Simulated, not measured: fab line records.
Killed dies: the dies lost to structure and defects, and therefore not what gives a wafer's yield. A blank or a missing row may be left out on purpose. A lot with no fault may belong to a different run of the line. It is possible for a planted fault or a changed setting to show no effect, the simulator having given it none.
2 desks, one fault || flow gf180mcu || every desk sees just its own numbers, and what lay behind them comes last

== TOOL OWNER'S DESK, implanter-01 ==
For each lot that ran on this tool, the mean over its sampled wafers that have a number, from the tool's own readings at GF_PSD_IMPLANT_09. If a lot's mean is further than 4 standard deviations from the usual mean, the lot is out of limits and carries the mark OUT (the distance appears in the brackets).
Columns: A = dose ions cm2 at GF_PSD_IMPLANT_09, usual 1.5e+15
{"lot": "L954", "first seen here": "day 14 07:10", "A": 1.5e+15}
{"lot": "L955", "first seen here": "day 14 13:02", "A": 1.5e+15}
{"lot": "L957", "first seen here": "day 15 08:52", "A": 1.5e+15}
{"lot": "L959", "first seen here": "day 16 00:53", "A": 1.5e+15}
{"lot": "L961", "first seen here": "day 16 13:23", "A": "1.5e+15 (+26) OUT"}
{"lot": "L965", "first seen here": "day 18 00:37", "A": "1.5e+15 (+28) OUT"}
{"lot": "L971", "first seen here": "day 20 05:35", "A": 1.5e+15}
{"lot": "L972", "first seen here": "day 20 14:14", "A": 1.5e+15}
{"lot": "L973", "first seen here": "day 20 20:11", "A": 1.5e+15}
This desk finds L961, L965 out of limits, L961 being first, at day 16 13:23 (dose ions cm2 at GF_PSD_IMPLANT_09). L954, L955, L957, L959, L971, L972, L973 stayed within limits.

== FROM THE METROLOGY DESK ==
What the gauges read, lot by lot, whatever tool the lot ran on: means of the sampled wafers that have a number. If a lot's mean is further than 4 standard deviations from the usual mean, the lot is out of limits and carries the mark OUT (the distance appears in the brackets).
Columns: A = HV_LDD_02_OVL at GF_HV_LDD_OVL_MEAS_32, usual 0.1 nm
{"lot": "L954", "first seen here": "day 11 15:17", "A": -0.6}
{"lot": "L955", "first seen here": "day 11 21:06", "A": 1.2}
{"lot": "L956", "first seen here": "day 12 03:58", "A": 1.1}
{"lot": "L957", "first seen here": "day 12 16:16", "A": -0.2}
{"lot": "L959", "first seen here": "day 13 05:27", "A": 0.9}
{"lot": "L961", "first seen here": "day 13 17:39", "A": -1.0}
{"lot": "L965", "first seen here": "day 15 02:06", "A": -0.2}
{"lot": "L971", "first seen here": "day 17 01:56", "A": -1.1}
{"lot": "L972", "first seen here": "day 17 11:06", "A": 2.0}
{"lot": "L973", "first seen here": "day 17 15:29", "A": -1.2}
{"lot": "L975", "first seen here": "day 18 16:49", "A": -1.2}
This desk found nothing out of limits on any of the 11 lots.

== BROUGHT TOGETHER ==
On L961, L965, at day 16 13:23, an alarm was possible from the tool owner's desk.
The metrology desk saw nothing out of limits.
The metrology desk holds a record of L961, L965, inside its limits.
On implanter-01, each named lot ran GF_PSD_IMPLANT_09.

== WHAT THE SIMULATOR HAD PUT IN ==
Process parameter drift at GF_PSD_IMPLANT_09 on implanter-01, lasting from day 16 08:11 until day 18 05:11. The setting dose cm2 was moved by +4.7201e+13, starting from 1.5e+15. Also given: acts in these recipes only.
Shown lots that were struck: L961, L965.
How many hours passed from the start of the fault until each desk's first out-of-limits reading: the tool owner's desk, 5.
